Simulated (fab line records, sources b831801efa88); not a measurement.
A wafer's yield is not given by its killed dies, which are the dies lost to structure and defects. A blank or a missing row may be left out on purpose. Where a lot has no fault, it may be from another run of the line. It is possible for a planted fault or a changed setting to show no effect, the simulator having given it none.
One fault seen from 2 desks ; flow sky130 ; numbers are kept per desk, each desk with only its own; the story behind them comes last

AT THE METROLOGY DESK
Means of the sampled wafers that have a number, per lot and without regard to the tool the lot ran on: this is what the gauges read. The brackets show how far a lot's mean lies from the usual mean; more than 4 standard deviations puts the lot out of limits, marked OUT.
Columns: A = VT_ADJUST_LVTN_TW at SKY_VT_ADJUST_LVTN_TW_MEAS_10, usual 241.9; B = LDD_HVN_TW at SKY_LDD_HVN_TW_MEAS_10, usual 1434
lot;first seen here;A;B
L236;day 6 18:31;239.3;1435
L239;day 7 14:50;246.1;1432
L240;day 7 19:48;239.7;1435
L241;day 8 06:13;243.8;1420
L242;day 8 13:23;238.0;1426
L243;day 8 20:31;241.9;1445
L246;day 9 14:47;241.0;41 (-99 or more) OUT
L252;day 11 14:54;240.3;1426
L253;day 11 21:37;238.9;1430
L254;day 12 04:55;239.3;1432
L255;day 12 09:16;244.5;1439
L256;day 12 13:41;244.6;1455
L258;day 13 05:13;241.0;1419
This desk finds L246 out of limits, with the earliest case on L246 at day 24 01:17 (LDD_HVN_TW at SKY_LDD_HVN_TW_MEAS_10). In limits: L236, L239, L240, L241, L242, L243, L252, L253, L254, L255, L256, L258.

AT THE TOOL OWNER'S DESK: plasmaAsher-01
The tool's own readings at SKY_LDD_P_STRIP_10 (strips in O2/N2): means of the sampled wafers that have a number, for each lot that ran on this tool. The brackets show how far a lot's mean lies from the usual mean; more than 4 standard deviations puts the lot out of limits, marked OUT.
Columns: A = drypumpMotorCurrentA at SKY_LDD_P_STRIP_10, usual 5.8 A; B = n2FlowSccm at SKY_LDD_P_STRIP_10, usual 300.1 sccm; C = oesProductAu at SKY_LDD_P_STRIP_10, usual 0.716 a.u.; D = stripTimeToEndpointS at SKY_LDD_P_STRIP_10, usual 14.18 s
lot;first seen here;A;B;C;D
L236;day 18 18:42;5.7;300.2;0.716;14.15
L243;day 21 17:27;5.9;299.6;0.715;14.14
L246;day 22 18:48;5.8;300.4;0.948 (+48) OUT;-
L254;day 26 02:17;5.8;299.8;0.713;14.18
L255;day 26 09:33;6.0;299.5;0.721;14.19
L258;day 27 08:05;5.9;299.8;0.716;14.22
This desk's finding: out of limits on L246; first on L246, day 22 18:48 (oesProductAu at SKY_LDD_P_STRIP_10). In limits: L236, L243, L254, L255, L258.

BROUGHT TOGETHER
The tool owner's desk had the chance to raise an alarm at day 22 18:48 on L246.
L246 would have let the metrology desk raise an alarm at day 24 01:17.
Every lot named ran SKY_LDD_P_STRIP_10 on plasmaAsher-01.

WHAT HAD BEEN PUT IN BY THE SIMULATOR
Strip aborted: plasmaAsher-01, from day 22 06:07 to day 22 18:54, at SKY_LDD_P_STRIP_10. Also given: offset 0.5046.
Shown lots that were struck: L246.
Delay (hours) between the fault's onset and each desk's first out-of-limits reading: 13 at the tool owner's desk, 43 at the metrology desk.
